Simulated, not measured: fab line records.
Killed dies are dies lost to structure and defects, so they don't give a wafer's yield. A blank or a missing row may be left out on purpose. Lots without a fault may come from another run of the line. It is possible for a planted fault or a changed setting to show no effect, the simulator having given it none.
Matching of chambers / flow gf180mcu / GF_V5_CMP_04 on cmp-01 has 4 sister chambers
The step polishes SiO2. 4 wafers are shown with their chamber, then 9 later ones without.

## WAFERS PAIRED WITH THEIR CHAMBERS
wafer=L937.2; chamber=0; motor_current_A (A)=12.0
wafer=L948.4; chamber=1; motor_current_A (A)=13.6
wafer=L948.5; chamber=2; motor_current_A (A)=13.5
wafer=L948.6; chamber=3; motor_current_A (A)=13.6

## WAFERS WITH NO CHAMBER GIVEN
wafer=L949.1; motor_current_A (A)=12.0
wafer=L949.5; motor_current_A (A)=14.2
wafer=L949.6; motor_current_A (A)=14.0
wafer=L950.1; motor_current_A (A)=14.4
wafer=L950.2; motor_current_A (A)=11.9
wafer=L950.4; motor_current_A (A)=13.7
wafer=L952.1; motor_current_A (A)=12.6
wafer=L952.2; motor_current_A (A)=13.1
wafer=L952.3; motor_current_A (A)=13.8

## WHICH CHAMBER EACH ONE RAN IN
wafer=L949.1; from the rows above=0; in truth=0
wafer=L949.5; from the rows above=can't be placed: 1 or 3 or 2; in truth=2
wafer=L949.6; from the rows above=can't be placed: 1 or 3 or 2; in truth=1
wafer=L950.1; from the rows above=can't be placed: 1 or 3 or 2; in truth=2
wafer=L950.2; from the rows above=0; in truth=0
wafer=L950.4; from the rows above=can't be placed: 1 or 3 or 2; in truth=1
wafer=L952.1; from the rows above=can't be placed: 0 or 2 or 1 or 3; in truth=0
wafer=L952.2; from the rows above=can't be placed: 2 or 1 or 3 or 0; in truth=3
wafer=L952.3; from the rows above=can't be placed: 1 or 3 or 2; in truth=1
Placed correctly: 2 of 9. Cannot be placed on the basis of these rows: 7; the candidates contain the true chamber in 7. Number placed wrongly: 0.
How it was worked out, from the rows above alone: a wafer's distance from a chamber is the root of the sum, over the readings, of the square of ((its reading less the chamber's mean) divided by the reading's scatter). If the next closest chamber is less than 2 further off than the closest, the wafer can't be placed; otherwise it belongs to the closest. A chamber's mean is the mean of its shown wafers. The scatter: with one shown wafer a chamber, the root of the mean of the squares of how far each hidden wafer lies from its nearest shown one.
